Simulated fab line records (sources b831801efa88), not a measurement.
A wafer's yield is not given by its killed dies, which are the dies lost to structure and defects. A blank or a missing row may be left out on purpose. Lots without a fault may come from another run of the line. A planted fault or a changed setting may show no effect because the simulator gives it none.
A struck lot beside a sound one / flow sky130 / 38 steps out of a route of 708
Sound: these wafers, L221.1, L221.2, L221.6. Wafers L239.2, L239.5 were the ones struck. The cause comes at the end.
Order at every step that has rows: each side's tool, ch and its chambers, its first start. Under that, the readings that differ: sound wafers / struck wafers / difference of the means / sigmas: that difference in standard deviations of wafers without a fault.
alike: readings whose means differ by less than 2 such deviations, and words and numbers that are the same on both sides. not compared: withheld readings, readings that some wafer has no value for, bounds like >300 that may hide the same value, and numbers for which the record gives no deviation and whose values overlap.
The two part at a step that has a row with sigmas, a row that says differs or no value, or rows on one side only. Numbers that don't overlap but have no deviation are shown without sigmas and don't part them. Lack of a reading on every wafer of one side parts them only where that side has two or more wafers.

first, 9 steps without rows for these wafers: SKY_VIA2_SPUTTER_20 (material TiN, target thk 20 nm, time 80 s); SKY_VIA2_CVD_21 (deposits W, target thk 420 nm, time 126.4 s); SKY_VIA2_CMP_24 (polishes, stops on SiO2, t overpolish 20 s, target thk 0 nm); SKY_METAL3_SPUTTER_00 (material Ti, target thk 15 nm, time 10 s); SKY_METAL3_SPUTTER_01 (material TiN, target thk 20 nm, time 16.7 s); SKY_METAL3_SPUTTER_02 (material AlCu, target thk 735 nm, time 39.1 s); SKY_METAL3_SPUTTER_03 (material Ti, target thk 5 nm, time 3.3 s); SKY_METAL3_SPUTTER_04 (material TiN, target thk 70 nm, time 58.3 s); SKY_CAPM_CVD_00 (deposits SiO2, target thk 15.5 nm).
SKY_CAPM_SPUTTER_02: material TiN, target thk 200 nm, time 166.7 s.
  sound on pvd sputter-03 at day 37 07:16; struck on pvd sputter-03 at day 42 07:47
reading=model.TiN_of_CAPM_SPUTTER_02.thk nm (nm); sound=199.1 201.6 200; struck=131.4 132.5; difference=-68.3; sigmas=
  alike: cathode dc power W, throttle valve pct
SKY_CAPM_RS_MEAS_03: uses a four-point probe to measure.
  sound on film metro-04 at day 37 07:23; struck on film metro-02 at day 42 07:55
reading=CAPM_TIN_RS (ohm/sq); sound=6.96 6.88 6.92; struck=10.64 10.53; difference=+3.67; sigmas=+49
SKY_CAPM_THK_MEAS_04: measures by xrf.
  sound on film metro-04 at day 37 07:30; struck on film metro-02 at day 42 08:02
reading=CAPM_TIN_THK (nm); sound=198.5 200.8 198.8; struck=131.1 132.3; difference=-67.7; sigmas=-28
then, 7 steps without rows for these wafers: SKY_CAPM_DEHYDRATE_05 (time 60 s); SKY_CAPM_HMDS_06 (prime time 60 s); SKY_CAPM_COAT_07 (resist thk 1140 nm); SKY_CAPM_SOFTBAKE_08 (time 60 s); SKY_CAPM_EXPOSE_09 (exposes mask CAPM, target cd 1000 nm); SKY_CAPM_PEB_10; SKY_CAPM_DEVELOP_11 (develop time 60 s).
SKY_CAPM_METAL_ETCH_13: etches TiN in Cl2/BCl3, stops on SiO2, target depth 220 nm, time 62.9 s.
  sound on rie metal-03 ch 0,1, day 38 09:04; struck on rie metal-03 ch 0, day 43 06:43
reading=oes product au (a.u.); sound=0.939 0.942 0.941; struck=0.753 0.755; difference=-0.187; sigmas=-24
reading=throttle valve pct (%); sound=21.902 21.903 21.898; struck=22.023 22.032; difference=+0.127; sigmas=+14
  alike: bias w, drypump motor current A
  not compared: rf hours counter h
then, 16 steps without rows for these wafers: SKY_CAPM_STRIP_14 (strips in O2/N2); SKY_CAPM_STRIP_15 (strips in post etch residue remover, time 1200 s); SKY_CAPM_CLEAN_16 (cleans in IPA, time 180 s); SKY_CAPM_CLEAN_17 (cleans in O3/DIW); SKY_METAL3_DEHYDRATE_05 (time 60 s); SKY_METAL3_HMDS_06 (prime time 60 s); SKY_METAL3_COAT_07 (resist thk 60 nm); SKY_METAL3_COAT_08 (resist thk 1140 nm); SKY_METAL3_SOFTBAKE_09 (time 90 s); SKY_METAL3_EXPOSE_10 (exposes mask MM3, target cd 300 nm); SKY_METAL3_PEB_11; SKY_METAL3_DEVELOP_12 (develop time 60 s); SKY_METAL3_DESCUM_15 (chemistry O2, time 8 s); SKY_METAL3_ETCH_16 (etches BARC in N2/H2, stops on SiO2, time 88.2 s, target depth 60 nm); SKY_METAL3_ETCH_17 (etches SiO2 in C4F8/O2/Ar, stops on TiN, time 3.9 s, target depth 15 nm); SKY_METAL3_METAL_ETCH_18 (etches the open film in Cl2/BCl3, stops on SiO2, target depth 845 nm, time 183.1 s).
SKY_METAL3_STRIP_20: strips in post etch residue remover, time 1200 s.
  sound on wet bench-02 ch 0, day 39 10:55; struck on wet bench-03 ch 1, day 44 06:11
reading=model.TiN_of_CAPM_SPUTTER_02.thk nm (nm); sound=198.3 200.8 199.2; struck=130.6 131.7; difference=-68.3; sigmas=
-- the record jumps here: 6 days lie between the struck wafers' starts before and after (it left off in module METAL3 and takes up again in module PAD_OPEN, whose first step shown is number 708 of the route) --
SKY_PAD_OPEN_PROBE_99:
  only the struck wafers here have rows in the record (prober-01, day 50 07:10); the sound ones have none

== WHERE THEY PART ==
Earliest at SKY_CAPM_RS_MEAS_03; latest, in this record, at SKY_PAD_OPEN_PROBE_99.

WHY: the cause the simulator had injected
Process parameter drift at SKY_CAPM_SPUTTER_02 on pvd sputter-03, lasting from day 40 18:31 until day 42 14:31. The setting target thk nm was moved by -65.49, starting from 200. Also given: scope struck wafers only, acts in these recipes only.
